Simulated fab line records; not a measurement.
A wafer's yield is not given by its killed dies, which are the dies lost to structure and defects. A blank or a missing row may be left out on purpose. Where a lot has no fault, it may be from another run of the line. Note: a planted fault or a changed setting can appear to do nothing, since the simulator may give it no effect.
fab line records + flow sky130
record
- lots=5
- wafers=15
- last_day=49
route steps=708 shown VIA1@471 METAL2@483 PAD_OPEN@708
lots that met no fault: from a run of the same line without faults
start_h: start of the lot's first displayed wafer, in hours after the record's first day + wait_h: time in hours since the lot's previous step + " unchanged from the row above + L1.1+2: a single row standing in for several wafers + - value missing, or start not given + * or withheld: withheld + < > ~ a bound
route shown NAME@n: NAME is a module with steps in the file, n the number in the route of the first one + usual: mean/standard deviation of fault-free wafers + same: alike in all rows + chamber/n: place in a boat + sites: each site's reading + _std_site: standard deviation of those values + _edge_site: outer sites' mean less inner sites' + radius_mm: how far each site lies from the wafer's centre + mask NAME#n: copy n + behind: the last tool/chamber to shape the wafer + hold: the reason the lot was held/the length of the hold in hours/how it ended + device: the transistor (n, p or np) that didn't switch + end of line: the tests these same wafers got at the end of their route + a step given without rows: its recipe and nothing more + killed: at the first sort, the dies lost to defects and structure; wafer yield is something else + map: the dies of a wafer, with x for killed, . for not killed, _ for no die there
set.NAME: the setting the step ran with; set.NAME@STEP: the setting that earlier step ran with + model.NAME: the simulator's own value behind a step, which no gauge read
lots seen at some steps along the route; tables by step, rows by wafer
services: when a tool's chamber went out of use (start_h, in hours from the record's first day, below 0 if earlier), for how many hours, and the reason
## steps
# step SKY_VIA1_OVL_MEAS_13
# usual
- VIA1_OVL=2/5.8
| lot.wafer | tool       | chamber | start_h | wait_h | VIA1_OVL[nm] |
|-----------|------------|---------|---------|--------|--------------|
| L922.4    | overlay-01 | -       | 808.16  | 0.1    | 6            |
| L922.5    | "          | -       | "       | "      | 5            |
| L922.6    | "          | -       | "       | "      | 2            |
| L926.1    | overlay-02 | -       | 848.38  | 0.1    | -6           |
| L926.3    | "          | -       | "       | "      | -10          |
| L926.4    | "          | -       | "       | "      | -16          |
| L935.1    | overlay-01 | -       | 902.81  | 0.1    | 7            |
| L935.2    | "          | -       | "       | "      | 2            |
| L935.3    | "          | -       | "       | "      | 10           |
| L939.2    | overlay-01 | -       | 923.48  | 0.1    | -1           |
| L939.4    | "          | -       | "       | "      | -8           |
| L939.6    | "          | -       | "       | "      | -4           |
| L942.3    | overlay-01 | -       | 939.60  | 0.1    | 3            |
| L942.4    | "          | -       | "       | "      | 6            |
| L942.6    | "          | -       | "       | "      | -1           |
# step SKY_VIA1_ETCH_14
# recipe
- chemistry=N2/H2
- target=BARC
- ion_energy_ev=200
- source_w=500
- bias_w=100
- pressure_mtorr=30
- n2_flow_sccm=100
- h2_flow_sccm=200
- stop_on=SiO2
- time_s=45.9
- target_depth_a=600
# step SKY_VIA1_ETCH_15
# recipe
- target=SiO2
- chemistry=C4F8/O2/Ar
- target_depth_nm=351
- stop_on=TiN
- mask_material=KrF-thick
- source_w=1500
- bias_w=1200
- pressure_mtorr=40
- c4f8_flow_sccm=withheld
- O2_flow_sccm=6
- Ar_flow_sccm=300
- time_s=54
# usual
- bias_w=1200/3.3
- oes_product_au=0.982/0.006
| lot.wafer | tool        | chamber | start_h | wait_h | bias_w | oes_product_au | rf_hours_counter_h |
|-----------|-------------|---------|---------|--------|--------|----------------|--------------------|
| L922.4    | rie_diel-02 | 3       | 808.24  | 0.0    | 1201   | 0.979          | -                  |
| L922.5    | "           | 2       | "       | "      | 1199   | 0.968          | -                  |
| L922.6    | "           | 1       | "       | "      | 1198   | 0.979          | -                  |
| L926.1    | rie_diel-01 | 2       | 848.45  | 0.0    | 1203   | 0.988          | 11                 |
| L926.3    | "           | 1       | "       | "      | 1199   | 0.976          | 24                 |
| L926.4    | "           | 0       | "       | "      | 1198   | 0.984          | 14                 |
| L935.1    | rie_diel-03 | 1       | 902.89  | 0.0    | 1202   | 0.990          | 13                 |
| L935.2    | "           | 0       | "       | "      | 1201   | 0.981          | 1                  |
| L935.3    | "           | 3       | "       | "      | 1200   | 0.972          | 9                  |
| L939.2    | rie_diel-01 | 2       | 923.55  | 0.0    | 1202   | 0.984          | 13                 |
| L939.4    | "           | 3       | "       | "      | 1199   | 0.980          | 15                 |
| L939.6    | "           | 3       | "       | "      | 1202   | 0.990          | -                  |
| L942.3    | rie_diel-02 | 0       | 939.67  | 0.0    | 1201   | 0.993          | 5                  |
| L942.4    | "           | 1       | "       | "      | 1202   | 0.976          | 14                 |
| L942.6    | "           | 0       | "       | "      | 1204   | 0.988          | -                  |
# step SKY_VIA1_STRIP_16
# recipe
- chemistry=O2/N2
- power_w=1400
- pressure_mtorr=1500
- platen_temp_c=withheld
- o2_flow_sccm=3000
- n2_flow_sccm=300
- overash_fraction=0.5
# step SKY_VIA1_STRIP_17
# recipe
- chemistry=post_etch_residue_remover
- time_s=1200
- temp_c=72.5
# step SKY_VIA1_CLEAN_18
# recipe
- chemistry=IPA
- time_s=180
- temp_c=25
# step SKY_VIA1_CLEAN_19
# recipe
- chemistry=O3/DIW
- dry=n2_spin
# step SKY_VIA1_SPUTTER_20
# recipe
- material=TiN
- target_thk_nm=20
- chamber_pressure_pa=5
- power_w=4000
- time_s=80
# step SKY_VIA1_CVD_21
# recipe
- material=W
- target_thk_nm=270
- time_s=80.902
- temp_c=400
- pressure_torr=40
# usual
- heater_power_w=812/40
| lot.wafer | tool     | chamber | start_h | wait_h | heater_power_w | since_wet_clean_h |
|-----------|----------|---------|---------|--------|----------------|-------------------|
| L922.4    | cvd_w-01 | 0       | 808.95  | 0.1    | 837            | -                 |
| L922.5    | "        | 1       | "       | "      | 767            | -                 |
| L922.6    | "        | 0       | "       | "      | 829            | -                 |
| L926.1    | cvd_w-02 | 0       | 849.16  | 0.0    | 827            | 945               |
| L926.3    | "        | 0       | "       | "      | 873            | -                 |
| L926.4    | "        | 1       | "       | "      | 879            | -                 |
| L935.1    | cvd_w-01 | 0       | 903.65  | 0.0    | 835            | 500               |
| L935.2    | "        | 1       | "       | "      | 758            | 500               |
| L935.3    | "        | 1       | "       | "      | 788            | -                 |
| L939.2    | cvd_w-02 | 1       | 924.69  | 0.0    | 815            | 7                 |
| L939.4    | "        | 0       | "       | "      | 813            | -                 |
| L939.6    | "        | 0       | "       | "      | 790            | -                 |
| L942.3    | cvd_w-01 | 0       | 940.49  | 0.1    | 820            | -                 |
| L942.4    | "        | 1       | "       | "      | 758            | -                 |
| L942.6    | "        | 0       | "       | "      | 861            | -                 |
# step SKY_VIA1_RS_MEAS_22
# recipe
- thk_meas_gauge=four-point-probe
- reads=W_of_VIA1_CVD_21+TiN_of_VIA1_SPUTTER_20
# usual
- VIA1_W_RS=0.427/0.005
| lot.wafer | tool          | chamber | start_h | wait_h | VIA1_W_RS[ohm/sq] |
|-----------|---------------|---------|---------|--------|-------------------|
| L922.4    | film_metro-03 | -       | 809.07  | 0.1    | 0.429             |
| L922.5    | "             | -       | "       | "      | 0.430             |
| L922.6    | "             | -       | "       | "      | 0.425             |
| L926.1    | film_metro-02 | -       | 849.25  | 0.1    | 0.430             |
| L926.3    | "             | -       | "       | "      | 0.424             |
| L926.4    | "             | -       | "       | "      | 0.427             |
| L935.1    | film_metro-02 | -       | 903.74  | 0.1    | 0.434             |
| L935.2    | "             | -       | "       | "      | 0.425             |
| L935.3    | "             | -       | "       | "      | 0.426             |
| L939.2    | film_metro-02 | -       | 924.80  | 0.1    | 0.429             |
| L939.4    | "             | -       | "       | "      | 0.432             |
| L939.6    | "             | -       | "       | "      | 0.430             |
| L942.3    | film_metro-02 | -       | 940.59  | 0.1    | 0.426             |
| L942.4    | "             | -       | "       | "      | 0.422             |
| L942.6    | "             | -       | "       | "      | 0.416             |
# step SKY_VIA1_THK_MEAS_23
# recipe
- thk_meas_gauge=xrf
- reads=W_of_VIA1_CVD_21
# usual
- VIA1_W_THK=268/3.5
| lot.wafer | tool          | chamber | start_h | wait_h | VIA1_W_THK[nm] |
|-----------|---------------|---------|---------|--------|----------------|
| L922.4    | film_metro-03 | -       | 809.16  | 0.1    | 268            |
| L922.5    | "             | -       | "       | "      | 268            |
| L922.6    | "             | -       | "       | "      | 271            |
| L926.1    | film_metro-02 | -       | 849.37  | 0.1    | 264            |
| L926.3    | "             | -       | "       | "      | 266            |
| L926.4    | "             | -       | "       | "      | 266            |
| L935.1    | film_metro-02 | -       | 903.86  | 0.1    | 262            |
| L935.2    | "             | -       | "       | "      | 266            |
| L935.3    | "             | -       | "       | "      | 265            |
| L939.2    | film_metro-02 | -       | 924.91  | 0.1    | 268            |
| L939.4    | "             | -       | "       | "      | 266            |
| L939.6    | "             | -       | "       | "      | 267            |
| L942.3    | film_metro-02 | -       | 940.69  | 0.1    | 266            |
| L942.4    | "             | -       | "       | "      | 270            |
| L942.6    | "             | -       | "       | "      | 271            |
# step SKY_VIA1_CMP_24
# recipe
- stop_on=SiO2
- t_overpolish_s=15
- down_force_psi=3.5
- platen_rpm=60
- target_thk_nm=0
- pad_velocity_m_s=0.94248
# usual
- head_pressure_psi=3.501/0.008
- motor_current_A=11.0/1.3
- overpolish_run_s=15.000/0.0093
- time_to_endpoint_s=63.0/2.3
| lot.wafer | tool   | chamber | start_h | wait_h | head_pressure_psi | motor_current_A | overpolish_run_s | time_to_endpoint_s |
|-----------|--------|---------|---------|--------|-------------------|-----------------|------------------|--------------------|
| L922.4    | cmp-01 | 2       | 809.34  | 0.2    | 3.512             | 11.2            | 14.992           | 61.3               |
| L922.5    | "      | 3       | "       | "      | 3.500             | 12.7            | 15.002           | 62.5               |
| L922.6    | "      | 0       | "       | "      | 3.513             | 9.7             | 14.995           | 58.7               |
| L926.1    | cmp-01 | 2       | 849.48  | 0.1    | 3.503             | 11.7            | 14.992           | 58.5               |
| L926.3    | "      | 3       | "       | "      | 3.487             | 12.7            | 14.983           | 63.7               |
| L926.4    | "      | 0       | "       | "      | 3.507             | 9.1             | 14.995           | 59.4               |
| L935.2    | cmp-02 | 3       | 903.92  | 0.0    | 3.501             | 11.2            | 15.009           | 70.5               |
| L935.1    | "      | 0       | "       | "      | 3.502             | 10.4            | 14.996           | 64.5               |
| L935.3    | "      | 1       | "       | "      | 3.501             | 10.5            | 14.989           | 65.0               |
| L939.4    | cmp-02 | 2       | 925.01  | 0.1    | 3.511             | 9.9             | 15.004           | 61.7               |
| L939.2    | "      | 3       | "       | "      | 3.478             | 11.4            | 14.986           | 68.8               |
| L939.6    | "      | 1       | "       | "      | 3.501             | 10.0            | 15.003           | 61.6               |
| L942.3    | cmp-01 | 1       | 940.79  | 0.1    | 3.511             | 12.3            | 14.988           | 62.9               |
| L942.4    | "      | 2       | "       | "      | 3.515             | 11.6            | 15.010           | 63.5               |
| L942.6    | "      | 0       | "       | "      | 3.489             | 9.5             | 15.011           | 65.6               |
# step SKY_METAL2_SPUTTER_00
# recipe
- material=Ti
- target_thk_nm=15
- power_w=3000
- time_s=10
- chamber_pressure_pa=0.4
# usual
- throttle_valve_pct=29.9/1
| lot.wafer | tool           | chamber | start_h | wait_h | throttle_valve_pct | model.Ti_of_METAL2_SPUTTER_00.thk_nm |
|-----------|----------------|---------|---------|--------|--------------------|--------------------------------------|
| L922.4    | pvd_sputter-03 | -       | 809.49  | 0.1    | 30.5               | 15.06                                |
| L922.5    | "              | -       | "       | "      | 31.1               | 15.01                                |
| L922.6    | "              | -       | "       | "      | 29.5               | 14.94                                |
| L926.1    | pvd_sputter-03 | -       | 849.73  | 0.2    | 30.2               | 15.28                                |
| L926.3    | "              | -       | "       | "      | 29.6               | 23.22                                |
| L926.4    | "              | -       | "       | "      | 31.3               | 15.21                                |
| L935.1    | pvd_sputter-02 | -       | 904.22  | 0.2    | 27.4               | 14.85                                |
| L935.2    | "              | -       | "       | "      | 28.8               | 14.92                                |
| L935.3    | "              | -       | "       | "      | 29.9               | 14.69                                |
| L939.2    | pvd_sputter-02 | -       | 925.26  | 0.1    | 30.1               | 15.03                                |
| L939.4    | "              | -       | "       | "      | 29.7               | 15.1                                 |
| L939.6    | "              | -       | "       | "      | 27.7               | 14.98                                |
| L942.3    | pvd_sputter-02 | -       | 941.05  | 0.2    | 29.9               | 14.76                                |
| L942.4    | "              | -       | "       | "      | 29.4               | 15                                   |
| L942.6    | "              | -       | "       | "      | 27.4               | 14.87                                |
# step SKY_METAL2_SPUTTER_01
# recipe
- material=TiN
- target_thk_nm=20
- power_w=6500
- time_s=16.7
- chamber_pressure_pa=0.4
# step SKY_METAL2_SPUTTER_02
# recipe
- material=AlCu
- target_thk_nm=250
- power_w=10600
- time_s=13.3
- chamber_pressure_pa=0.4
# step SKY_METAL2_SPUTTER_03
# recipe
- material=Ti
- target_thk_nm=5
- power_w=3000
- time_s=3.3
- chamber_pressure_pa=0.4
# step SKY_METAL2_SPUTTER_04
# recipe
- material=TiN
- target_thk_nm=70
- power_w=6500
- time_s=58.3
- chamber_pressure_pa=0.4
# step SKY_METAL2_RS_MEAS_05
# recipe
- thk_meas_gauge=four-point-probe
- reads=TiN_of_METAL2_SPUTTER_04+Ti_of_METAL2_SPUTTER_03+AlCu_of_METAL2_SPUTTER_02+TiN_of_METAL2_SPUTTER_01+Ti_of_METAL2_SPUTTER_00
# usual
- METAL2_ALCU_RS=0.1258/0.0012
| lot.wafer | tool          | chamber | start_h | wait_h | METAL2_ALCU_RS[ohm/sq] |
|-----------|---------------|---------|---------|--------|------------------------|
| L922.4    | film_metro-04 | -       | 809.69  | 0.1    | 0.1257                 |
| L922.5    | "             | -       | "       | "      | 0.1250                 |
| L922.6    | "             | -       | "       | "      | 0.1242                 |
| L926.1    | film_metro-01 | -       | 849.87  | 0.0    | 0.1259                 |
| L926.3    | "             | -       | "       | "      | 0.1250                 |
| L926.4    | "             | -       | "       | "      | 0.1254                 |
| L935.1    | film_metro-02 | -       | 904.36  | 0.0    | 0.1252                 |
| L935.2    | "             | -       | "       | "      | 0.1271                 |
| L935.3    | "             | -       | "       | "      | 0.1251                 |
| L939.2    | film_metro-02 | -       | 925.42  | 0.0    | 0.1277                 |
| L939.4    | "             | -       | "       | "      | 0.1258                 |
| L939.6    | "             | -       | "       | "      | 0.1265                 |
| L942.3    | film_metro-04 | -       | 941.23  | 0.1    | 0.1249                 |
| L942.4    | "             | -       | "       | "      | 0.1252                 |
| L942.6    | "             | -       | "       | "      | 0.1243                 |
# step SKY_METAL2_THK_MEAS_06
# recipe
- thk_meas_gauge=xrf
- reads=AlCu_of_METAL2_SPUTTER_02
# usual
- METAL2_ALCU_THK=248.6/2.5
| lot.wafer | tool          | chamber | start_h | wait_h | METAL2_ALCU_THK[nm] |
|-----------|---------------|---------|---------|--------|---------------------|
| L922.4    | film_metro-04 | -       | 809.78  | 0.1    | 246.2               |
| L922.5    | "             | -       | "       | "      | 249.0               |
| L922.6    | "             | -       | "       | "      | 248.3               |
| L926.1    | film_metro-01 | -       | 849.99  | 0.1    | 249.1               |
| L926.3    | "             | -       | "       | "      | 250.6               |
| L926.4    | "             | -       | "       | "      | 253.2               |
| L935.1    | film_metro-02 | -       | 904.48  | 0.1    | 250.3               |
| L935.2    | "             | -       | "       | "      | 248.2               |
| L935.3    | "             | -       | "       | "      | 249.4               |
| L939.2    | film_metro-02 | -       | 925.53  | 0.1    | 244.2               |
| L939.4    | "             | -       | "       | "      | 247.0               |
| L939.6    | "             | -       | "       | "      | 247.3               |
| L942.3    | film_metro-04 | -       | 941.33  | 0.1    | 249.5               |
| L942.4    | "             | -       | "       | "      | 248.7               |
| L942.6    | "             | -       | "       | "      | 250.1               |
# step SKY_METAL2_DEHYDRATE_07
# recipe
- temp_c=200
- time_s=60
# step SKY_METAL2_HMDS_08
# recipe
- prime_time_s=60
- prime_temp_c=120
# step SKY_METAL2_COAT_09
# recipe
- resist=BARC
- temp_c=withheld
- time_s=withheld
- spin_rpm=3000
- resist_thk_nm=60
# step SKY_METAL2_COAT_10
# recipe
- resist=KrF-thick
- spin_rpm=3000
- resist_thk_nm=450
# step SKY_METAL2_SOFTBAKE_11
# recipe
- temp_c=100
- time_s=90
- resist=KrF-thick
# step SKY_METAL2_EXPOSE_12
# recipe
- mask_id=MM2
- na=0.8
- source_shape=annular
- sigma_inner=0.55
- sigma_outer=0.85
- target_cd_nm=140
- dose_mj=28
# step SKY_METAL2_PEB_13
# recipe
- peb_temp_c=withheld
- peb_time_s=withheld
- resist=KrF-thick
# step SKY_METAL2_DEVELOP_14
# recipe
- develop_time_s=60
- resist=KrF-thick
- dev_temp_c=21
# step SKY_METAL2_CD_MEAS_15
# recipe
- target_cd_nm=140
# usual
- cd_nm=140.4/1.6
| lot.wafer | tool      | chamber | start_h | wait_h | cd_nm |
|-----------|-----------|---------|---------|--------|-------|
| L922.4    | cd_sem-02 | -       | 835.75  | -      | 139.1 |
| L922.5    | "         | -       | "       | "      | 140.0 |
| L922.6    | "         | -       | "       | "      | 141.1 |
| L926.1    | cd_sem-02 | -       | 875.86  | -      | 141.3 |
| L926.3    | "         | -       | "       | "      | 141.1 |
| L926.4    | "         | -       | "       | "      | 139.8 |
| L935.1    | cd_sem-02 | -       | 929.37  | -      | 141.0 |
| L935.2    | "         | -       | "       | "      | 141.3 |
| L935.3    | "         | -       | "       | "      | 140.6 |
| L939.2    | cd_sem-02 | -       | 949.96  | -      | 140.7 |
| L939.4    | "         | -       | "       | "      | 140.7 |
| L939.6    | "         | -       | "       | "      | 140.0 |
| L942.3    | cd_sem-02 | -       | 965.05  | -      | 140.9 |
| L942.4    | "         | -       | "       | "      | 141.0 |
| L942.6    | "         | -       | "       | "      | 142.1 |
# step SKY_METAL2_OVL_MEAS_16
# usual
- METAL2_OVL=4/3.9
| lot.wafer | tool       | chamber | start_h | wait_h | METAL2_OVL[nm] |
|-----------|------------|---------|---------|--------|----------------|
| L922.4    | overlay-02 | -       | 835.83  | 0.1    | 4              |
| L922.5    | "          | -       | "       | "      | 10             |
| L922.6    | "          | -       | "       | "      | 10             |
| L926.1    | overlay-01 | -       | 875.98  | 0.1    | 9              |
| L926.3    | "          | -       | "       | "      | 5              |
| L926.4    | "          | -       | "       | "      | 1              |
| L935.1    | overlay-01 | -       | 929.49  | 0.1    | 5              |
| L935.2    | "          | -       | "       | "      | 9              |
| L935.3    | "          | -       | "       | "      | 3              |
| L939.2    | overlay-02 | -       | 950.07  | 0.1    | 10             |
| L939.4    | "          | -       | "       | "      | 11             |
| L939.6    | "          | -       | "       | "      | 14             |
| L942.3    | overlay-01 | -       | 965.15  | 0.1    | 6              |
| L942.4    | "          | -       | "       | "      | 3              |
| L942.6    | "          | -       | "       | "      | -5             |
# step SKY_METAL2_DESCUM_17
# recipe
- chemistry=O2
- source_power_w=150
- bias_power_w=0
- pressure_mtorr=10
- temp_c=40
- time_s=8
# usual
- drypump_motor_current_A=5.9/0.58
- oes_product_au=0.994/0.0078
| lot.wafer | tool         | chamber | start_h | wait_h | drypump_motor_current_A | oes_product_au | rf_hours_counter_h |
|-----------|--------------|---------|---------|--------|-------------------------|----------------|--------------------|
| L922.4    | rie_metal-04 | 1       | 835.86  | 0.0    | 5.4                     | 1.001          | -                  |
| L922.5    | "            | 1       | "       | "      | 5.4                     | 1.000          | -                  |
| L922.6    | "            | 0       | "       | "      | 6.5                     | 0.990          | -                  |
| L926.1    | rie_metal-04 | 0       | 876.02  | 0.0    | 6.5                     | 0.992          | 11                 |
| L926.3    | "            | 1       | "       | "      | 5.4                     | 0.992          | -                  |
| L926.4    | "            | 0       | "       | "      | 6.6                     | 0.989          | -                  |
| L935.1    | rie_metal-01 | 0       | 929.53  | 0.0    | 5.9                     | 0.983          | 6                  |
| L935.2    | "            | 1       | "       | "      | 6.2                     | 1.001          | 12                 |
| L935.3    | "            | 1       | "       | "      | 6.1                     | 1.006          | -                  |
| L939.2    | rie_metal-03 | 1       | 950.10  | 0.0    | 5.1                     | 0.994          | 17                 |
| L939.4    | "            | 1       | "       | "      | 5.0                     | 1.003          | -                  |
| L939.6    | "            | 1       | "       | "      | 5.1                     | 1.000          | -                  |
| L942.3    | rie_metal-04 | 0       | 965.18  | 0.0    | 6.5                     | 1.004          | -                  |
| L942.4    | "            | 1       | "       | "      | 5.4                     | 0.988          | -                  |
| L942.6    | "            | 0       | "       | "      | 6.6                     | 0.985          | -                  |
# step SKY_METAL2_ETCH_18
# recipe
- chemistry=N2/H2
- target=BARC
- ion_energy_ev=200
- bias_w=100
- pressure_mtorr=30
- n2_flow_sccm=100
- h2_flow_sccm=200
- icp_w=500
- stop_on=SiO2
- time_s=45.9
- target_depth_a=600
# step SKY_METAL2_METAL_ETCH_19
# recipe
- target_depth_a=3600
- stop_on=SiO2
- over_etch_frac=0.3
- time_s=78
- chemistry=Cl2/BCl3
- resist_sidewall_deg=88
- pressure_mtorr=10
- icp_w=900
- bias_w=48.5
- Cl2_flow_sccm=60
- bcl3_flow_sccm=30
# usual
- bcl3_flow_sccm=29.98/0.089
- bias_w=48.49/0.14
- drypump_motor_current_A=5.9/0.58
- oes_product_au=0.856/0.006
- throttle_valve_pct=22.265/0.0088
| lot.wafer | tool         | chamber | start_h | wait_h | bcl3_flow_sccm | bias_w | drypump_motor_current_A | oes_product_au | rf_hours_counter_h | throttle_valve_pct |
|-----------|--------------|---------|---------|--------|----------------|--------|-------------------------|----------------|--------------------|--------------------|
| L922.4    | rie_metal-04 | 1       | 835.97  | 0.1    | 29.95          | 48.37  | 5.4                     | 0.856          | -                  | 22.273             |
| L922.5    | "            | 1       | "       | "      | 30.05          | 48.18  | 5.4                     | 0.865          | -                  | 22.266             |
| L922.6    | "            | 0       | "       | "      | 30.14          | 48.47  | 6.6                     | 0.859          | -                  | 22.260             |
| L926.1    | rie_metal-04 | 0       | 876.11  | 0.0    | 29.86          | 48.54  | 6.6                     | 0.854          | 11                 | 22.274             |
| L926.3    | "            | 1       | "       | "      | 29.93          | 48.45  | 5.4                     | 0.838          | -                  | 22.280             |
| L926.4    | "            | 0       | "       | "      | 29.77          | 48.50  | 6.5                     | 0.862          | -                  | 22.276             |
| L935.1    | rie_metal-01 | 0       | 929.62  | 0.0    | 30.03          | 48.38  | 5.9                     | 0.862          | 6                  | 22.271             |
| L935.2    | "            | 1       | "       | "      | 30.08          | 48.56  | 6.1                     | 0.848          | 12                 | 22.266             |
| L935.3    | "            | 1       | "       | "      | 30.08          | 48.31  | 6.1                     | 0.863          | -                  | 22.260             |
| L939.2    | rie_metal-03 | 1       | 950.20  | 0.0    | 29.93          | 48.54  | 5.1                     | 0.844          | 17                 | 22.264             |
| L939.4    | "            | 1       | "       | "      | 30.04          | 48.20  | 5.1                     | 0.852          | -                  | 22.278             |
| L939.6    | "            | 1       | "       | "      | 30.01          | 48.53  | 5.2                     | 0.859          | -                  | 22.270             |
| L942.3    | rie_metal-04 | 0       | 965.29  | 0.1    | 29.98          | 48.46  | 6.5                     | 0.857          | -                  | 22.254             |
| L942.4    | "            | 1       | "       | "      | 29.99          | 48.62  | 5.4                     | 0.847          | -                  | 22.259             |
| L942.6    | "            | 0       | "       | "      | 30.08          | 48.61  | 6.6                     | 0.856          | -                  | 22.264             |
# step SKY_METAL2_STRIP_20
# recipe
- chemistry=O2/N2
- power_w=1400
- pressure_mtorr=1500
- platen_temp_c=withheld
- o2_flow_sccm=3000
- n2_flow_sccm=300
- overash_fraction=0.5
# usual
- drypump_motor_current_A=5.5/0.46
- n2_flow_sccm=299.9/0.99
- oes_product_au=0.344/0.005
- strip_time_to_endpoint_s=2.72/0.038
| lot.wafer | tool            | chamber | start_h | wait_h | drypump_motor_current_A | n2_flow_sccm | oes_product_au | rf_hours_counter_h | strip_time_to_endpoint_s |
|-----------|-----------------|---------|---------|--------|-------------------------|--------------|----------------|--------------------|--------------------------|
| L922.4    | plasma_asher-04 | 1       | 836.07  | 0.1    | 5.9                     | 301.3        | 0.347          | -                  | 2.68                     |
| L922.5    | "               | 1       | "       | "      | 5.9                     | 300.7        | 0.349          | -                  | 2.70                     |
| L922.6    | "               | 0       | "       | "      | 5.0                     | 299.4        | 0.348          | -                  | 2.74                     |
| L926.1    | plasma_asher-04 | 0       | 876.20  | 0.1    | 5.0                     | 300.3        | 0.342          | 106                | 2.68                     |
| L926.3    | "               | 0       | "       | "      | 5.0                     | 300.7        | 0.349          | -                  | 2.70                     |
| L926.4    | "               | 1       | "       | "      | 5.9                     | 300.2        | 0.338          | -                  | 2.70                     |
| L935.1    | plasma_asher-04 | 0       | 929.71  | 0.1    | 5.0                     | 298.8        | 0.357          | 111                | 2.76                     |
| L935.2    | "               | 1       | "       | "      | 6.0                     | 299.3        | 0.352          | 111                | 2.73                     |
| L935.3    | "               | 1       | "       | "      | 5.9                     | 298.3        | 0.339          | -                  | 2.69                     |
| L939.2    | plasma_asher-03 | 0       | 950.29  | 0.1    | 6.2                     | 299.6        | 0.351          | 21                 | 2.74                     |
| L939.4    | "               | 0       | "       | "      | 6.2                     | 300.8        | 0.337          | -                  | 2.70                     |
| L939.6    | "               | 1       | "       | "      | 5.6                     | 301.6        | 0.345          | -                  | 2.72                     |
| L942.3    | plasma_asher-04 | 1       | 965.39  | 0.1    | 5.9                     | 299.1        | 0.345          | -                  | 2.68                     |
| L942.4    | "               | 0       | "       | "      | 5.0                     | 298.8        | 0.345          | -                  | 2.68                     |
| L942.6    | "               | 0       | "       | "      | 5.0                     | 298.7        | 0.345          | -                  | 2.69                     |
# step SKY_PAD_OPEN_PROBE_99
# usual
- defect_limited_yield=82.3/1.9
- killed_at_M0_to_M3=44/6.5
- killed_at_M4_up=3.3/1.9
- killed_at_contacts=24/5.3
- killed_at_front_end=15/4.5
- killed_at_other=0.3/0.58
- killed_dies=87/9.3
- killed_open=48/6.6
- killed_short=39/6.1
- sort_bin_3_pad_short=0.9/0.46
- sort_bin_5_function=10.5/1.6
- sort_bin_6_memory=6.3/1.1
- sort_n_pass=405/9.3
- sort_yield_pct=82.3/1.9
# same
- gross_dies=492
- killed_at_back_side=0
- sort_bin_4_leakage[%]=0
- sort_bin_8_speed[%]=0
| lot.wafer | tool      | chamber | start_h | wait_h | defect_limited_yield[%] | killed_at_M0_to_M3 | killed_at_M4_up | killed_at_contacts | killed_at_front_end | killed_at_other | killed_dies | killed_open | killed_short | sort_bin_3_pad_short[%] | sort_bin_5_function[%] | sort_bin_6_memory[%] | sort_n_pass | sort_yield_pct[%] |
|-----------|-----------|---------|---------|--------|-------------------------|--------------------|-----------------|--------------------|---------------------|-----------------|-------------|-------------|--------------|-------------------------|------------------------|----------------------|-------------|-------------------|
| L939.2    | prober-01 | -       | 1174.93 | 0.1    | 82.9                    | 54                 | 4               | 18                 | 8                   | 0               | 84          | 38          | 46           | 1.2                     | 10.0                   | 5.9                  | 408         | 82.9              |
| L939.4    | prober-01 | -       | 1175.03 | 0.2    | 82.5                    | 47                 | 3               | 18                 | 18                  | 0               | 86          | 45          | 41           | 0.8                     | 10.4                   | 6.3                  | 406         | 82.5              |
| L939.6    | prober-01 | -       | 1175.13 | 0.2    | 83.5                    | 33                 | 4               | 25                 | 19                  | 0               | 81          | 41          | 40           | 1.6                     | 8.7                    | 6.1                  | 411         | 83.5              |
# killed by level:class
L939.2 VIA1:geometric_particle:open=13 METAL2:geometric_particle:short=9 METAL1:geometric_particle:short=7 VIA2:geometric_particle:open=7 FIELD_ISO:geometric_particle:short=6 CONTACT:geometric_particle:short=6 VIA1:geometric_particle:short=6 CONTACT:geometric_particle:open=5
L939.4 VIA1:geometric_particle:open=12 VIA3:geometric_particle:open=9 VIA1:geometric_particle:short=6 POLY_GATE:geometric_particle:short=5 LI_CONTACT:geometric_particle:open=5 POLY_GATE:geometric_particle:open=4 CONTACT:geometric_particle:open=4 METAL2:geometric_particle:short=4
L939.6 FIELD_ISO:geometric_particle:short=7 LI_CONTACT:geometric_particle:open=7 CONTACT:geometric_particle:open=7 VIA1:geometric_particle:open=6 VIA3:geometric_particle:open=6 METAL2:geometric_particle:short=5 FIELD_ISO:geometric_particle:open=4 CONTACT:geometric_particle:short=4
## services
| tool            | chamber | start_h | hours | kind   |
|-----------------|---------|---------|-------|--------|
| cmp-01          | -       | 785.61  | 3.7   | pm     |
| pvd_sputter-03  | -       | 787.78  | 8.4   | repair |
| rie_diel-01     | 2       | 788.28  | 7.8   | repair |
| rie_diel-02     | 3       | 792.01  | 9.5   | repair |
| cvd_w-01        | 0       | 793.91  | 14.8  | repair |
| rie_diel-02     | 0       | 794.33  | 16.4  | repair |
| pvd_sputter-03  | -       | 811.49  | 1.1   | repair |
| rie_metal-01    | -       | 814.09  | 0.9   | repair |
| cvd_w-02        | 0       | 814.37  | 3.9   | repair |
| rie_metal-03    | 1       | 825.46  | 7.6   | repair |
| pvd_sputter-03  | -       | 833.76  | 3.3   | repair |
| pvd_sputter-02  | -       | 838.35  | 2.4   | repair |
| cvd_w-01        | -       | 840.43  | 0.6   | repair |
| rie_metal-04    | -       | 843.76  | 1.0   | repair |
| rie_metal-01    | 1       | 848.96  | 3.0   | repair |
| cmp-01          | -       | 852.76  | 5.4   | repair |
| pvd_sputter-02  | -       | 855.48  | 1.1   | repair |
| rie_diel-01     | -       | 861.14  | 2.8   | pm     |
| rie_metal-01    | -       | 868.67  | 0.7   | repair |
| cvd_w-02        | -       | 874.87  | 2.8   | pm     |
| plasma_asher-04 | -       | 894.24  | 1.0   | repair |
| cmp-01          | -       | 901.82  | 6.2   | repair |
| plasma_asher-04 | -       | 935.68  | 2.0   | repair |
| cvd_w-01        | -       | 941.06  | 6.9   | pm     |
## key
first_sign
- step=SKY_METAL2_METAL_ETCH_19
- reading=oes_product_au
- direction=down
- sigmas=3
- usual=0.856
- struck=0.838
effect none on later readings
model_effect
- step=SKY_METAL2_SPUTTER_00
- value=Ti_of_METAL2_SPUTTER_00.thk_nm
- without=14.96
- struck=23.22
met_at SKY_METAL2_SPUTTER_00
struck_wafers L926.3
onset_between 809.49 849.73
fault
- kind=process_parameter_drift
- tool=pvd_sputter-03
- chamber=-
- onset_h=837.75
- steps=SKY_METAL2_SPUTTER_00
- channel=target_thk_nm
- offset=8.2634
- shape=step
- end_h=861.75
- scope=struck_wafers_only
- acts_in=these_recipes_only
- stated=15
